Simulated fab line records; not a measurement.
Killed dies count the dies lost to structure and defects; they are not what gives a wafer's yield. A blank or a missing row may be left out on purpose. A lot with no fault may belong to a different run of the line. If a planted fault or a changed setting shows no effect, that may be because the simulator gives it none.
Which tool was responsible? -- flow sky130 -- 13 lots, 39 wafers sampled, at 5 steps of a route of 708

## WHAT EACH GAUGE READ, for each wafer
SKY_FIELD_ISO_THK_MEAS_23.
lot,measured,on,FIELD_ISO_OXIDATION_01_THK (nm)
L765,day 2 14:52,film-metro-02,9.82 9.86 9.69
L766,day 2 19:22,film-metro-02,9.83 9.90 9.92
L767,day 2 22:45,film-metro-02,9.92 9.91 9.99
L768,day 3 04:48,film-metro-04,9.79 9.75 9.85
L771,day 4 00:26,film-metro-04,9.93 9.85 9.82
L773,day 4 05:54,film-metro-02,10.25 10.45 10.23
L776,day 4 22:56,film-metro-03,10.16 10.20 9.90
L778,day 5 11:32,film-metro-03,9.84 9.72 9.97
L779,day 5 16:55,film-metro-02,9.96 10.02 10.14
L784,day 6 20:09,film-metro-04,10.06 9.98 10.12
L785,day 6 23:38,film-metro-02,10.11 9.92 9.78
L786,day 7 03:00,film-metro-03,9.78 9.92 9.87
L787,day 7 09:21,film-metro-02,10.03 10.03 10.05

SKY_DNWELL_TW_MEAS_09.
lot,measured,on,DNWELL_TW
L765,day 3 12:02,film-metro-04,1116 1116 1121
L766,day 3 16:36,film-metro-01,1091 1091 1090
L767,day 3 20:29,film-metro-01,1081 1082 1083
L768,day 4 02:30,film-metro-04,1110 1118 1110
L771,day 5 00:07,film-metro-03,1119 1117 1122
L773,day 5 04:54,film-metro-01,1087 1083 1093
L776,day 6 00:01,film-metro-01,1083 1085 1079
L778,day 6 15:18,film-metro-01,1083 1079 1082
L779,day 6 20:07,film-metro-03,1127 1125 1119
L784,day 8 02:58,film-metro-03,1118 1128 1119
L785,day 8 02:38,film-metro-04,1116 1121 1123
L786,day 8 06:41,film-metro-04,1120 1117 1123
L787,day 8 12:10,film-metro-03,1118 1113 1114

SKY_PWDE_OVL_MEAS_07.
lot,measured,on,PWDE_OVL (nm)
L765,day 4 04:06,overlay-02,-2.7 -1.4 -0.1
L766,day 4 07:48,overlay-01,-1.7 -0.4 -2.6
L767,day 4 12:08,overlay-01,-0.3 2.6 0.0
L768,day 4 19:17,overlay-01,1.8 1.3 -1.7
L771,day 5 17:34,overlay-01,5.7 6.1 5.8
L773,day 5 22:00,overlay-02,8.8 9.6 9.7
L776,day 6 19:31,overlay-02,6.3 8.5 7.4
L778,day 7 10:10,overlay-02,-3.0 -2.0 -4.4
L779,day 7 14:53,overlay-01,1.7 2.8 0.4
L784,day 9 00:09,overlay-02,-0.1 -1.1 -1.1
L785,day 8 23:49,overlay-01,-2.6 -1.3 0.5
L786,day 9 03:42,overlay-01,2.6 1.3 1.6
L787,day 9 08:50,overlay-02,-0.1 -0.9 -1.0

SKY_PWDE_TW_MEAS_10.
lot,measured,on,PWDE_TW
L765,day 4 04:23,film-metro-04,373 375 374
L766,day 4 08:05,film-metro-04,374 372 371
L767,day 4 12:25,film-metro-03,373 375 376
L768,day 4 19:34,film-metro-03,379 377 373
L771,day 5 17:52,film-metro-03,374 374 374
L773,day 5 22:17,film-metro-04,368 370 368
L776,day 6 19:49,film-metro-01,365 362 363
L778,day 7 10:28,film-metro-03,378 379 378
L779,day 7 15:11,film-metro-04,374 375 375
L784,day 9 00:26,film-metro-03,380 380 381
L785,day 9 00:06,film-metro-04,374 374 374
L786,day 9 03:59,film-metro-01,366 366 366
L787,day 9 09:08,film-metro-01,365 365 365

## EACH LOT AND THE TOOL THAT RAN IT (in order: tool; ch and the chambers of the sampled wafers; start)
lot,SKY_PWDE_EXPOSE_04
L765,"iline-stepper-02 ch 0, day 3 20:44"
L766,"iline-stepper-02 ch 0, day 4 00:36"
L767,"iline-stepper-01 ch 0, day 4 04:13"
L768,"iline-stepper-02 ch 0, day 4 10:41"
L771,"iline-stepper-01 ch 0, day 5 09:58"
L773,"iline-stepper-01 ch 0, day 5 14:10"
L776,"iline-stepper-01 ch 0, day 6 09:55"
L778,"iline-stepper-02 ch 0, day 7 01:44"
L779,"iline-stepper-02 ch 0, day 7 06:04"
L784,"iline-stepper-01 ch 0, day 8 13:16"
L785,"iline-stepper-02 ch 0, day 8 13:03"
L786,"iline-stepper-01 ch 0, day 8 17:31"
L787,"iline-stepper-01 ch 0, day 8 23:11"
- SKY_PWDE_EXPOSE_04: exposes mask PWDEM, target cd 840 nm.

## WHAT THE TOOLS THEMSELVES READ (means of the sampled wafers that have a number; where no wafer has one, the mark that the record gives instead)
SKY_PWDE_EXPOSE_04.
lot,tool,focus-offset-nm (nm)
L765,iline-stepper-02,0.1
L766,iline-stepper-02,-0.0
L767,iline-stepper-01,-0.4
L768,iline-stepper-02,0.5
L771,iline-stepper-01,-0.2
L773,iline-stepper-01,-0.3
L776,iline-stepper-01,-0.5
L778,iline-stepper-02,0.1
L779,iline-stepper-02,-0.4
L784,iline-stepper-01,0.2
L785,iline-stepper-02,-1.2
L786,iline-stepper-01,0.2
L787,iline-stepper-01,-0.2

## THE ANSWER, worked out from the rows above alone
Rule: the usual values come from the lots themselves. The widest of any qualifying gaps counts: lots, ordered by their means at a reading, are off when they make up no more than a third of the lots, leave a main group of 4 or more, and stand apart from it by 3 or more times the standard deviation of that group's means. A main group is skipped when, at the precision printed for the reading in the tables above, its means are all equal. Also off: a lot with no number at a reading for which 4 or more lots have one. All remaining lots with rows at the step are treated as sound. Order of review: gauges by route order, followed by the tools' own readings, for which a lot's mean as printed above is used. At the first step where some lot is off, the reading lying furthest off is the one used; lots without a number count as furthest.
Across all readings shown, no lot is off: no conclusion can be drawn from this.

## WHAT HAD BEEN PUT IN BY THE SIMULATOR
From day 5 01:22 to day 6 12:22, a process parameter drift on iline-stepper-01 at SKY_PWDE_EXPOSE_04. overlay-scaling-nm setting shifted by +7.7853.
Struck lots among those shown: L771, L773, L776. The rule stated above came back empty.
